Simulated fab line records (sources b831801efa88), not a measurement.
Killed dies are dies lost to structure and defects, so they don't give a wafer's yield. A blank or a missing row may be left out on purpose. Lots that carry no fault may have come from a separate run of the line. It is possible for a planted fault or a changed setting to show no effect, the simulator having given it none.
fab line records	flow sfq_line
[record] lots = 6	wafers = 18	last_day = 87
route steps=325 shown I2@117 M3@118 I3@133
lots that met no fault: from a run of the same line without faults
start_h: hours from the record's first day to the start of the lot's first wafer shown	wait_h: how many hours have passed since the lot's step before this one	" same as the row above	L1.1+2: several wafers, shown together as one row	- either no value or no given start	* or withheld: withheld	< > ~ a bound
route shown NAME@n: a module of which the file shows steps, and the number in the route of the first	usual: mean and standard deviation over wafers with no fault	same: alike in all rows	chamber/n: place in a boat	sites: per-site readings	_std_site: the values' standard deviation	_edge_site: mean of outer sites minus mean of inner sites	radius_mm: for every site, how far away it sits from the centre of the wafer	mask NAME#n: copy n	behind: the most recent tool/chamber to have shaped the wafer	hold: cause of the lot's hold/its duration in hours/its outcome	device: names the non-switching transistor (n, p or np)	end of line: the same wafers' tests at the end of the route	step lacking rows: just its recipe	killed: dies that structure and defects cost at the first sort, which is not the same as the wafer's yield	map: dies across one wafer; x = killed, . = not, _ = none there
set.NAME: the setting as run; set.NAME@STEP: as run at that earlier step	model.NAME: the simulator's own value behind a step, which no gauge read
lots at some steps of the route; a table a step, a row a wafer
services: from which hour (start_h, from the record's first day; less than 0 if before it) a tool's chamber was out of use, for how many hours, and why
[[steps]]
[step SFQ_TRILAYER_I2_VIA_STRIP_SOLV_CLEAN_072]
[recipe] chemistry = NMP	temp_c = 70	time_s = 600
[step SFQ_TRILAYER_M3_DEP_PRE_CLEAN_074]
[recipe] gas = Ar	time_s = 22.5	bias_v = 250
[step SFQ_TRILAYER_M3_DEP_SPUTTER_073]
[recipe] material = Nb	base_pressure_pa = 1.33e-06	chamber_pressure_pa = 0.1333	substrate_temp_c = 20	resputter_cathode_voltage_v = 400	target_thk_nm = 200	power_w = 2000	time_s = 133.3
[usual] throttle_valve_pct = 29.7/1.2
lot.wafer	tool	chamber	start_h	wait_h	throttle_valve_pct
L793.1	pvd_sputter-04	-	901.34	0.0	32.5
L793.3	"	-	"	"	29.1
L793.4	"	-	"	"	29.8
L798.1	pvd_sputter-04	-	959.42	0.0	32.6
L798.2	"	-	"	"	29.2
L798.6	"	-	"	"	31.0
L804.2	pvd_sputter-04	-	989.85	0.0	31.3
L804.3	"	-	"	"	29.8
L804.4	"	-	"	"	29.1
L807.2	pvd_sputter-03	-	1005.58	0.0	28.6
L807.5	"	-	"	"	29.9
L807.6	"	-	"	"	28.4
L808.1	pvd_sputter-04	-	1024.78	0.0	32.3
L808.4	"	-	"	"	31.1
L808.5	"	-	"	"	29.7
L813.1	pvd_sputter-06	-	1066.30	0.0	30.1
L813.3	"	-	"	"	27.2
L813.4	"	-	"	"	30.1
[step SFQ_M3_RS_MEAS_919]
[recipe] thk_meas_gauge = four-point-probe	reads = Nb_of_TRILAYER_M3_DEP_SPUTTER_073
[usual] M3_NB_RS = 0.893/0.011
lot.wafer	tool	chamber	start_h	wait_h	M3_NB_RS[ohm/sq]
L793.1	film_metro-02	-	901.43	0.0	0.894
L793.3	"	-	"	"	0.890
L793.4	"	-	"	"	0.890
L798.1	film_metro-01	-	959.51	0.0	0.903
L798.2	"	-	"	"	0.896
L798.6	"	-	"	"	0.888
L804.2	film_metro-04	-	989.96	0.1	0.870
L804.3	"	-	"	"	0.877
L804.4	"	-	"	"	0.873
L807.2	film_metro-02	-	1005.69	0.1	0.907
L807.5	"	-	"	"	0.889
L807.6	"	-	"	"	0.900
L808.1	film_metro-04	-	1024.87	0.0	0.901
L808.4	"	-	"	"	0.885
L808.5	"	-	"	"	0.885
L813.1	film_metro-02	-	1066.39	0.0	0.878
L813.3	"	-	"	"	0.892
L813.4	"	-	"	"	0.883
[step SFQ_TRILAYER_M3_LITHO_COAT_080]
[recipe] resist = BARC	spin_rpm = 3000	resist_thk_nm = 62
[step SFQ_TRILAYER_M3_LITHO_COAT_075]
[recipe] resist = KrF	spin_rpm = 3000	resist_thk_nm = 600
[step SFQ_TRILAYER_M3_LITHO_SOFTBAKE_079]
[recipe] temp_c = withheld	time_s = withheld	resist = KrF
[step SFQ_TRILAYER_M3_LITHO_EXPOSE_076]
[recipe] mask_id = M3	na = 0.6	source_shape = conventional	sigma_outer = 0.65	target_cd_nm = 500	dose_mj = 14.4
[step SFQ_TRILAYER_M3_LITHO_PEB_078]
[recipe] peb_temp_c = 115	peb_time_s = 60	resist = KrF
[step SFQ_TRILAYER_M3_LITHO_DEVELOP_077]
[recipe] time_s = 60	resist = KrF
[step SFQ_M3_OVL_MEAS_921]
[usual] M3_OVL = -1/5.4
lot.wafer	tool	chamber	start_h	wait_h	M3_OVL[nm]
L793.1	overlay-02	-	1036.98	0.1	4
L793.3	"	-	"	"	1
L793.4	"	-	"	"	-2
L798.1	overlay-01	-	1098.31	0.1	3
L798.2	"	-	"	"	2
L798.6	"	-	"	"	2
L804.2	overlay-01	-	1132.23	0.1	0
L804.3	"	-	"	"	2
L804.4	"	-	"	"	3
L807.2	overlay-02	-	1150.23	0.1	-5
L807.5	"	-	"	"	0
L807.6	"	-	"	"	5
L808.1	overlay-02	-	1167.14	0.1	9
L808.4	"	-	"	"	12
L808.5	"	-	"	"	15
L813.1	overlay-01	-	1205.54	0.1	-6
L813.3	"	-	"	"	-12
L813.4	"	-	"	"	-1
[step SFQ_TRILAYER_M3_BARC_OPEN_METAL_ETCH_100]
[recipe] mask_material = PR	chemistry = O2	target_depth_nm = 125	target = BARC	icp_w = 600	bias_w = 80	pressure_mtorr = 10	time_s = 41.7
[usual] bias_w = 80.00/0.24	chamber_pressure_mTorr = 10.000/0.0098	drypump_motor_current_A = 5.63/0.29	oes_product_au = 0.686/0.0044	rf_fwd_power_W = 593/3.7
lot.wafer	tool	chamber	start_h	wait_h	bias_w	chamber_pressure_mTorr	drypump_motor_current_A	oes_product_au	rf_fwd_power_W	rf_hours_counter_h	model.KrF_of_TRILAYER_M3_LITHO_COAT_075.thk_nm
L793.1	rie_metal-02	0	1037.02	0.0	80.02	10.016	5.65	0.686	599	8	521.3
L793.3	"	0	"	"	80.35	9.996	5.67	0.686	596	-	523.1
L793.4	"	1	"	"	80.19	10.004	5.75	0.683	588	-	525.6
L798.1	rie_metal-04	0	1098.35	0.0	80.12	10.001	5.01	0.690	592	64	522.4
L798.2	"	1	"	"	80.44	10.011	5.82	0.685	596	11	524.6
L798.6	"	0	"	"	80.14	10.015	5.03	0.683	597	-	522
L804.2	rie_metal-04	0	1132.26	0.0	79.82	9.997	5.01	0.684	594	70	522.4
L804.3	"	1	"	"	79.50	10.005	5.80	0.686	595	-	523.4
L804.4	"	0	"	"	80.09	10.003	5.01	0.686	594	-	522.5
L807.2	rie_metal-03	1	1150.26	0.0	-	-	-	-	-	-	571.6
L807.5	"	1	"	"	-	-	-	-	-	-	571.9
L807.6	"	0	"	"	-	-	-	-	-	-	572.6
L808.1	rie_metal-02	0	1167.18	0.0	-	-	-	-	-	-	573
L808.4	"	0	"	"	-	-	-	-	-	-	572
L808.5	"	1	"	"	-	-	-	-	-	-	572.5
L813.1	rie_metal-04	1	1205.58	0.0	80.06	10.007	5.82	0.687	596	24	522.7
L813.3	"	1	"	"	79.61	10.012	5.80	0.692	596	-	521.8
L813.4	"	0	"	"	80.36	9.999	5.04	0.685	592	-	520.9
[step SFQ_TRILAYER_M3_ETCH_METAL_ETCH_078]
[recipe] target = Nb	stop_on = SiO2	mask_material = PR	chemistry = Cl2/Ar	target_depth_nm = 240	icp_w = 600	bias_w = 80	pressure_mtorr = 10	time_s = 120
[usual] bias_w = 80.03/0.25	chamber_pressure_mTorr = 9.998/0.0096	drypump_motor_current_A = 5.63/0.29	oes_product_au = 0.892/0.0083	rf_fwd_power_W = 597.0/2.4
lot.wafer	tool	chamber	start_h	wait_h	bias_w	chamber_pressure_mTorr	drypump_motor_current_A	oes_product_au	rf_fwd_power_W	rf_hours_counter_h	model.KrF_of_TRILAYER_M3_LITHO_COAT_075.thk_nm
L793.1	rie_metal-02	0	1037.08	0.0	79.84	9.999	5.65	0.892	599.7	8	377.8
L793.3	"	0	"	"	80.05	9.994	5.64	0.895	600.3	-	379
L793.4	"	1	"	"	80.40	9.996	5.75	0.892	593.3	-	388.3
L798.1	rie_metal-04	0	1098.41	0.0	80.43	9.999	5.02	0.892	597.0	64	379.6
L798.2	"	1	"	"	79.53	9.996	5.84	0.885	596.9	11	384.4
L798.6	"	0	"	"	80.02	9.991	5.01	0.896	595.7	-	378.6
L804.2	rie_metal-04	0	1132.31	0.0	79.83	9.988	5.02	0.915	596.0	70	378.2
L804.3	"	1	"	"	80.18	9.993	5.86	0.904	595.2	-	380.5
L804.4	"	0	"	"	80.39	10.009	5.01	0.905	597.3	-	379
L807.2	rie_metal-03	1	1150.31	0.0	79.76	10.015	5.94	0.366	597.0	17	432.8
L807.5	"	1	"	"	79.68	9.979	5.96	0.367	593.9	-	433.8
L807.6	"	0	"	"	79.96	9.998	5.95	0.375	601.7	-	434.1
L808.1	rie_metal-02	0	1167.24	0.0	80.04	10.001	5.62	0.379	598.5	28	431.9
L808.4	"	0	"	"	80.11	10.004	5.61	0.378	599.9	-	431.5
L808.5	"	1	"	"	80.20	10.010	5.75	0.373	594.6	-	434.1
L813.1	rie_metal-04	1	1205.64	0.0	79.96	9.986	5.82	0.905	596.5	24	378.6
L813.3	"	1	"	"	80.38	9.993	5.84	0.887	599.4	-	378.6
L813.4	"	0	"	"	80.21	9.997	5.05	0.896	596.3	-	375.4
[step SFQ_TRILAYER_M3_STRIP_STRIP_079]
[recipe] gas = O2	power_w = 200	platen_temp_c = 40	overash_fraction = 0.65	chemistry = O2	pressure_mtorr = 50
[usual] drypump_motor_current_A = 5.63/0.29	oes_product_au = 1.000/0.012
lot.wafer	tool	chamber	start_h	wait_h	drypump_motor_current_A	oes_product_au	rf_hours_counter_h
L793.1	rie_metal-02	0	1037.21	0.1	5.62	1.012	8
L793.3	"	0	"	"	5.64	1.014	-
L793.4	"	1	"	"	5.72	0.986	-
L798.1	rie_metal-04	0	1098.53	0.1	5.03	1.003	64
L798.2	"	1	"	"	5.86	1.000	11
L798.6	"	0	"	"	5.03	1.017	-
L804.2	rie_metal-04	0	1132.44	0.1	5.04	1.015	70
L804.3	"	1	"	"	5.84	1.007	-
L804.4	"	0	"	"	5.04	1.009	-
L807.2	rie_metal-03	1	1150.44	0.1	5.95	0.982	17
L807.5	"	1	"	"	5.95	0.994	-
L807.6	"	0	"	"	5.93	0.983	-
L808.1	rie_metal-02	0	1167.36	0.1	5.65	0.999	28
L808.4	"	0	"	"	5.64	1.008	-
L808.5	"	1	"	"	5.75	1.000	-
L813.1	rie_metal-04	1	1205.76	0.1	5.81	1.006	24
L813.3	"	1	"	"	5.86	1.013	-
L813.4	"	0	"	"	5.01	1.015	-
[step SFQ_TRILAYER_M3_STRIP_SOLV_CLEAN_080]
[recipe] chemistry = NMP	temp_c = 70	time_s = 600
[step SFQ_TRILAYER_I3_DEP_PECVD_081]
[recipe] material = SiO2	temp_c = 150	time_s = 111.11	pressure_torr = 2.4	rf_w = 183.3	precursor = SiH4/N2O	target_thk_nm = 500
[step SFQ_TRILAYER_I3_CMP_CMP_082]
[recipe] material = SiO2	down_force_psi = 3	platen_rpm = 60	pad_velocity_m_s = 0.94248
[usual] motor_current_A = 10.0/1.5	time_to_endpoint_s = 218/7.1
lot.wafer	tool	chamber	start_h	wait_h	motor_current_A	time_to_endpoint_s
L793.3	cmp-01	3	1038.06	0.0	11.9	216
L793.1	"	0	"	"	8.9	199
L793.4	"	2	1039.56	1.5	7.6	214
L798.1	cmp-02	0	1103.30	4.0	9.5	216
L798.2	"	1	"	"	11.9	223
L798.6	"	0	1105.30	5.9	9.9	222
L804.4	cmp-01	2	1144.39	11.1	8.4	226
L804.2	"	3	"	"	13.5	223
L804.3	"	1	1145.89	12.6	10.0	219
L807.2	cmp-01	0	1162.60	11.3	8.5	215
L807.5	"	3	1164.10	12.8	13.1	219
L807.6	"	0	"	"	8.7	214
L808.4	cmp-02	3	1172.80	4.6	8.9	215
L808.1	"	0	"	"	10.0	208
L808.5	"	2	1174.30	6.1	9.2	220
L813.1	cmp-02	3	1208.30	1.7	9.2	222
L813.3	"	0	"	"	10.3	222
L813.4	"	1	"	"	11.7	225
[step SFQ_I3_BOW_MEAS_922]
[recipe] mode = bow
[usual] I3_BOW = 2/9.2
lot.wafer	tool	chamber	start_h	wait_h	I3_BOW[um]
L793.1	film_metro-03	-	1041.06	2.0	3
L793.3	"	-	"	"	-2
L793.4	"	-	"	"	-5
L798.1	film_metro-02	-	1106.30	2.5	-9
L798.2	"	-	"	"	-1
L798.6	"	-	"	"	6
L804.2	film_metro-01	-	1147.41	2.0	-1
L804.3	"	-	"	"	-6
L804.4	"	-	"	"	-7
L807.2	film_metro-01	-	1165.12	2.0	-3
L807.5	"	-	"	"	-7
L807.6	"	-	"	"	-3
L808.1	film_metro-03	-	1175.30	1.5	3
L808.4	"	-	"	"	2
L808.5	"	-	"	"	10
L813.1	film_metro-02	-	1211.30	2.5	-2
L813.3	"	-	"	"	4
L813.4	"	-	"	"	6
[step SFQ_TRILAYER_I3_METRO_MEASURE_083]
[step SFQ_TRILAYER_I3_VIA_LITHO_COAT_090]
[recipe] resist = BARC	spin_rpm = 3000	resist_thk_nm = 62
[step SFQ_TRILAYER_I3_VIA_LITHO_COAT_085]
[recipe] resist = KrF	spin_rpm = 3000	resist_thk_nm = 650
[step SFQ_TRILAYER_I3_VIA_LITHO_SOFTBAKE_089]
[recipe] temp_c = withheld	time_s = withheld	resist = KrF
[step SFQ_TRILAYER_I3_VIA_LITHO_EXPOSE_086]
[recipe] mask_id = I3	na = 0.6	source_shape = conventional	sigma_outer = 0.65	target_cd_nm = 500	dose_mj = 21.3
[usual] exposure_dose_mJ_cm2 = 21.300/0.021	focus_offset_nm = 0.1/0.52	reticle_temp_C = 22.99/0.11
lot.wafer	tool	chamber	start_h	wait_h	mask	exposure_dose_mJ_cm2	focus_offset_nm	reticle_temp_C
L793.1	krf_scanner-01	0	1045.01	-	I3#0	21.296	0.0	23.08
L793.3	"	0	"	"	I3#0	21.351	0.5	23.15
L793.4	"	0	"	"	I3#0	21.285	0.3	23.11
L798.1	krf_scanner-02	0	1241.12	-	I3#0	21.316	0.5	22.98
L798.2	"	0	"	"	I3#0	21.259	-0.3	23.10
L798.6	"	0	"	"	I3#0	21.295	-0.4	23.07
L804.2	krf_scanner-02	0	1274.92	-	I3#0	21.280	0.4	22.95
L804.3	"	0	"	"	I3#0	21.303	-0.5	23.06
L804.4	"	0	"	"	I3#0	21.354	0.0	23.11
L807.2	krf_scanner-02	-	1289.32	-	I3#0	-	-	-
L807.5	"	-	"	"	I3#0	-	-	-
L807.6	"	-	"	"	I3#0	-	-	-
L808.1	krf_scanner-02	-	1298.72	-	I3#0	-	-	-
L808.4	"	-	"	"	I3#0	-	-	-
L808.5	"	-	"	"	I3#0	-	-	-
L813.1	krf_scanner-01	0	1333.45	-	I3#0	21.285	0.0	22.91
L813.3	"	0	"	"	I3#0	21.283	0.3	22.99
L813.4	"	0	"	"	I3#0	21.272	0.6	22.81
[step SFQ_TRILAYER_I3_VIA_LITHO_PEB_088]
[recipe] peb_temp_c = 115	peb_time_s = 60	resist = KrF
[step SFQ_TRILAYER_I3_VIA_LITHO_DEVELOP_087]
[recipe] time_s = 60	resist = KrF
[step SFQ_I3_OVL_MEAS_923]
[usual] I3_OVL = -2/4.6
lot.wafer	tool	chamber	start_h	wait_h	I3_OVL[nm]
L793.1	overlay-02	-	1046.51	0.1	1
L793.3	"	-	"	"	0
L793.4	"	-	"	"	-1
L798.1	overlay-01	-	1242.62	0.1	-7
L798.2	"	-	"	"	-5
L798.6	"	-	"	"	-8
L804.2	overlay-01	-	1276.23	0.1	-2
L804.3	"	-	"	"	-2
L804.4	"	-	"	"	3
L807.2	overlay-01	-	1290.63	0.1	-
L807.5	"	-	"	"	-
L807.6	"	-	"	"	-
L808.1	overlay-02	-	1300.22	0.1	-
L808.4	"	-	"	"	-
L808.5	"	-	"	"	-
L813.1	overlay-02	-	1334.95	0.1	-4
L813.3	"	-	"	"	-7
L813.4	"	-	"	"	-7
[step SFQ_TRILAYER_I3_VIA_BARC_OPEN_VIA_ETCH_121]
[recipe] mask_material = PR	chemistry = O2	target_depth_nm = 125	target = BARC	source_w = 500	bias_w = 80	pressure_mtorr = 30	time_s = 41.7
[usual] bias_w = 79.98/0.25	chamber_pressure_mTorr = 30.005/0.027	drypump_motor_current_A = 5.7/0.49	oes_product_au = 0.686/0.0048	rf_fwd_power_W = 495.5/2.1
lot.wafer	tool	chamber	start_h	wait_h	bias_w	chamber_pressure_mTorr	drypump_motor_current_A	oes_product_au	rf_fwd_power_W	rf_hours_counter_h
L793.1	rie_diel-03	3	1046.55	0.0	79.76	30.001	6.3	0.687	495.7	9
L793.3	"	2	"	"	79.94	30.053	6.7	0.679	493.9	13
L793.4	"	1	"	"	79.94	30.037	5.2	0.687	496.0	13
L798.1	rie_diel-03	2	1242.66	0.0	80.29	30.003	6.7	0.690	498.0	17
L798.2	"	3	"	"	80.00	30.004	6.3	0.690	493.3	12
L798.6	"	2	"	"	80.47	30.017	6.7	0.689	497.3	-
L804.2	rie_diel-03	1	1276.26	0.0	80.37	30.035	5.2	0.686	495.2	17
L804.3	"	0	"	"	79.97	30.007	6.1	0.691	491.2	16
L804.4	"	3	"	"	80.29	29.992	6.3	0.681	495.5	13
L807.2	rie_diel-02	3	1290.66	0.0	79.90	29.990	5.5	0.689	492.9	13
L807.5	"	1	"	"	79.96	29.988	5.0	0.683	495.7	-
L807.6	"	0	"	"	79.71	30.010	5.6	0.689	497.9	-
L808.1	rie_diel-02	0	1300.26	0.0	80.20	29.971	5.7	0.678	497.7	7
L808.4	"	3	"	"	79.59	29.985	5.5	0.688	492.4	13
L808.5	"	2	"	"	80.07	30.026	6.0	0.694	494.6	-
L813.1	rie_diel-02	3	1334.99	0.0	79.88	30.004	5.5	0.680	491.8	14
L813.3	"	0	"	"	80.14	30.003	5.7	0.691	496.4	8
L813.4	"	2	"	"	80.20	30.041	6.0	0.685	494.8	16
[step SFQ_TRILAYER_I3_VIA_ETCH_VIA_ETCH_088]
[recipe] target = SiO2	stop_on = Nb	mask_material = PR	taper_deg = 20	chemistry = CHF3	target_depth_nm = 260	source_w = 500	bias_w = 80	pressure_mtorr = 30	time_s = withheld
[usual] bias_w = 79.96/0.24	chamber_pressure_mTorr = 30.000/0.026	drypump_motor_current_A = 5.7/0.49	oes_product_au = 0.856/0.0053	rf_fwd_power_W = 498.5/1.8
lot.wafer	tool	chamber	start_h	wait_h	bias_w	chamber_pressure_mTorr	drypump_motor_current_A	oes_product_au	rf_fwd_power_W	model.I3.cd_nm
L793.1	rie_diel-03	3	1046.59	0.0	80.47	29.988	6.3	0.847	497.5	502.6
L793.3	"	2	"	"	80.21	30.015	6.7	0.855	500.1	498.4
L793.4	"	1	"	"	79.45	29.985	5.2	0.846	497.5	499.7
L798.1	rie_diel-03	2	1242.70	0.0	80.32	29.991	6.7	0.865	496.2	499.1
L798.2	"	3	"	"	80.29	29.994	6.3	0.856	499.8	501.2
L798.6	"	2	"	"	80.61	30.041	6.7	0.857	497.0	501
L804.2	rie_diel-03	1	1276.30	0.0	79.83	29.993	5.2	0.856	498.7	501
L804.3	"	0	"	"	79.87	30.013	6.1	0.867	491.9	500.1
L804.4	"	3	"	"	79.85	29.987	6.3	0.861	497.2	499.8
L807.2	rie_diel-02	3	1290.70	0.0	80.14	30.005	5.5	0.377	500.3	4.423
L807.5	"	1	"	"	80.10	30.026	4.9	0.368	499.5	2.94
L807.6	"	0	"	"	79.60	29.989	5.7	0.369	499.1	-
L808.1	rie_diel-02	0	1300.30	0.0	80.14	30.002	5.6	0.376	501.0	2.039
L808.4	"	3	"	"	80.11	30.006	5.5	0.376	498.3	4.431
L808.5	"	2	"	"	80.12	29.987	6.0	0.377	496.5	2.878
L813.1	rie_diel-02	3	1335.03	0.0	80.19	29.939	5.5	0.863	499.0	506.6
L813.3	"	0	"	"	80.00	29.966	5.6	0.857	501.9	502.9
L813.4	"	2	"	"	79.84	29.976	6.0	0.861	500.1	504.4
[step SFQ_TRILAYER_I3_VIA_STRIP_STRIP_089]
[recipe] gas = O2	power_w = 200	platen_temp_c = 40	overash_fraction = 0.65	chemistry = O2	pressure_mtorr = 50
[usual] drypump_motor_current_A = 5.9/0.35	oes_product_au = 1.002/0.0093
lot.wafer	tool	chamber	start_h	wait_h	drypump_motor_current_A	oes_product_au	rf_hours_counter_h
L793.1	rie_metal-04	1	1046.70	-	5.8	1.009	4
L793.3	"	0	"	"	5.0	1.009	-
L793.4	"	1	"	"	5.8	1.005	-
L798.1	rie_metal-01	0	1242.81	-	6.1	1.011	114
L798.2	"	1	"	"	6.4	0.999	20
L798.6	"	1	"	"	6.3	0.994	-
L804.2	rie_metal-03	0	1276.41	-	6.0	0.993	120
L804.3	"	0	"	"	5.9	0.991	-
L804.4	"	1	"	"	6.0	0.997	-
L807.2	rie_metal-01	1	1290.81	-	6.3	0.995	28
L807.5	"	1	"	"	6.3	0.990	-
L807.6	"	0	"	"	6.1	1.023	-
L808.1	rie_metal-01	1	1300.41	-	6.3	1.001	30
L808.4	"	0	"	"	6.1	1.010	-
L808.5	"	0	"	"	6.1	1.008	-
L813.1	rie_metal-03	1	1335.14	-	6.0	0.995	42
L813.3	"	1	"	"	6.0	1.002	-
L813.4	"	0	"	"	5.9	1.001	-
[[services]]
tool	chamber	start_h	hours	kind
rie_metal-02	-	909.64	1.3	repair
rie_metal-03	1	937.22	29.3	repair
rie_diel-03	0	949.52	1.5	repair
rie_metal-02	-	961.00	14.6	pm
rie_diel-02	0	970.23	6.1	repair
rie_metal-04	0	974.09	9.8	repair
rie_diel-03	3	975.97	1.5	repair
rie_diel-03	0	1023.52	5.6	repair
rie_metal-04	-	1031.07	0.6	repair
rie_metal-02	1	1039.39	2.0	repair
rie_diel-03	0	1049.14	31.8	repair
rie_diel-02	3	1055.53	20.1	repair
rie_metal-04	1	1064.22	2.4	repair
rie_metal-03	0	1098.19	3.3	repair
rie_metal-02	-	1104.41	0.8	repair
rie_metal-03	-	1108.47	14.6	pm
rie_metal-03	-	1139.38	0.2	repair
rie_metal-04	1	1162.59	5.6	repair
rie_diel-03	1	1187.44	4.3	repair
rie_diel-02	3	1267.74	6.2	repair
rie_metal-02	0	1309.85	4.2	repair
rie_metal-04	-	1310.47	0.2	repair
rie_metal-02	-	1323.88	0.4	repair
rie_diel-03	1	1332.05	6.0	repair
[[key]]
[first_sign] step = SFQ_TRILAYER_M3_BARC_OPEN_METAL_ETCH_100	reading = tool_record	direction = missing
[effect] step = SFQ_TRILAYER_M3_ETCH_METAL_ETCH_078	reading = oes_product_au	direction = down	sigmas = 62	usual = 0.892	struck = 0.373
[effect] step = SFQ_TRILAYER_I3_VIA_LITHO_EXPOSE_086	reading = tool_record	direction = missing
[effect] step = SFQ_I3_OVL_MEAS_923	reading = I3_OVL	direction = missing
[effect] step = SFQ_TRILAYER_I3_VIA_ETCH_VIA_ETCH_088	reading = oes_product_au	direction = down	sigmas = 92	usual = 0.856	struck = 0.374
[model_effect] step = SFQ_TRILAYER_M3_BARC_OPEN_METAL_ETCH_100	value = KrF_of_TRILAYER_M3_LITHO_COAT_075.thk_nm	without = 521.4	struck = 572.3
[model_effect] step = SFQ_TRILAYER_M3_ETCH_METAL_ETCH_078	value = KrF_of_TRILAYER_M3_LITHO_COAT_075.thk_nm	without = 382.2	struck = 433
[model_effect] step = SFQ_TRILAYER_I3_VIA_ETCH_VIA_ETCH_088	value = I3.cd_nm	without = 504.6	struck = 3.342
met_at SFQ_TRILAYER_M3_BARC_OPEN_METAL_ETCH_100
struck_wafers L807.2,L807.5,L807.6,L808.1,L808.4,L808.5
onset_between 1037.02 1150.26
[fault] kind = skipped_step_whole	tool = rie_metal-02,rie_metal-03	chamber = -	onset_h = 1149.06	steps = SFQ_TRILAYER_M3_BARC_OPEN_METAL_ETCH_100	scope = struck_lots_only
